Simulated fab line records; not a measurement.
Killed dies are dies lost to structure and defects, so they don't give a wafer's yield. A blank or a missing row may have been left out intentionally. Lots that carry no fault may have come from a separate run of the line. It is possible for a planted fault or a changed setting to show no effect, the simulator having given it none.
The tool behind it: which one?    flow gf180mcu    42 wafers from 14 lots sampled at 2 of the route's 602 steps

WHAT THE GAUGES READ, wafer by wafer
GF_CONTACT_CD_MEAS_14: target cd 220 nm.
lot   measured      on        cdNm (nm)
L838  day 16 01:11  cdSem-02  218.1 217.0 218.1
L839  day 16 18:05  cdSem-01  220.3 220.1 219.9
L840  day 17 10:17  cdSem-01  218.7 220.7 218.8
L841  day 17 11:17  cdSem-01  217.0 217.8 216.0
L842  day 18 03:31  cdSem-02  220.0 221.1 221.0
L843  day 18 05:11  cdSem-02  221.4 220.4 221.0
L847  day 19 11:49  cdSem-01  219.9 219.2 218.2
L854  day 22 00:36  cdSem-01  222.6 221.8 221.5
L855  day 22 08:09  cdSem-01  223.1 223.8 223.4
L856  day 22 11:11  cdSem-01  220.7 221.0 220.9
L857  day 22 16:57  cdSem-02  221.1 221.5 219.4
L858  day 22 22:51  cdSem-01  220.9 220.7 220.0
L859  day 23 12:11  cdSem-02  219.2 218.6 217.7
L860  day 23 19:09  cdSem-01  220.3 221.5 221.0

WHAT TOOL EACH LOT RAN ON (gives the tool, then ch and the chambers of the sampled wafers, and finally the start)
lot   GF_SALICIDE_RTA_06
L838  rtpAnneal-02 ch 0, day 15 02:22
L839  rtpAnneal-01 ch 0, day 15 18:31
L840  rtpAnneal-02 ch 0, day 16 10:43
L841  rtpAnneal-02 ch 0, day 16 11:56
L842  rtpAnneal-02 ch 0, day 17 03:13
L843  rtpAnneal-01 ch 0, day 17 04:50
L847  rtpAnneal-01 ch 0, day 18 10:26
L854  rtpAnneal-02 ch 0, day 21 00:33
L855  rtpAnneal-02 ch 0, day 21 07:28
L856  rtpAnneal-01 ch 0, day 21 11:14
L857  rtpAnneal-02 ch 0, day 21 16:52
L858  rtpAnneal-02 ch 0, day 21 23:26
L859  rtpAnneal-01 ch 0, day 22 12:25
L860  rtpAnneal-01 ch 0, day 22 19:19
- GF_SALICIDE_RTA_06: time 30 s.

AS READ BY THE TOOLS THEMSELVES (means over the sampled wafers that have a number; for cases with no such wafer, the mark the record gives instead)
GF_SALICIDE_RTA_06.
lot   tool          lampPowerPct (%)  wafer_temp_C_max
L838  rtpAnneal-02  6.4               531.8
L839  rtpAnneal-01  5.5               534.7
L840  rtpAnneal-02  6.4               532.4
L841  rtpAnneal-02  6.4               532.2
L842  rtpAnneal-02  6.4               532.0
L843  rtpAnneal-01  5.5               533.3
L847  rtpAnneal-01  5.5               533.9
L854  rtpAnneal-02  6.4               532.2
L855  rtpAnneal-02  6.4               531.9
L856  rtpAnneal-01  5.5               534.0
L857  rtpAnneal-02  6.4               532.6
L858  rtpAnneal-02  6.4               532.8
L859  rtpAnneal-01  5.5               533.9
L860  rtpAnneal-01  5.5               533.5

THE ANSWER, worked out from the rows above alone
Rule: what is usual is taken from the lots themselves. The widest of any qualifying gaps counts: lots, ordered by their means at a reading, are off when they make up no more than a third of the lots, leave a main group of 4 or more, and stand apart from it by 3 or more times the standard deviation of that group's means. If all means in a main group match to the digits the tables above print for the reading, that group is not used. A lot without any number at a reading at which 4 lots or more have one is off too. All remaining lots with rows at the step are treated as sound. The gauges are gone through in route order, then the tools' own readings, and for those a lot's mean is taken as printed above. The first step at which some lot is off is used, and at that step the reading that is off furthest; a lot without a number counts as furthest.
None of the lots is off at any reading shown; this tells nothing.

WHAT WAS PUT IN BY THE SIMULATOR
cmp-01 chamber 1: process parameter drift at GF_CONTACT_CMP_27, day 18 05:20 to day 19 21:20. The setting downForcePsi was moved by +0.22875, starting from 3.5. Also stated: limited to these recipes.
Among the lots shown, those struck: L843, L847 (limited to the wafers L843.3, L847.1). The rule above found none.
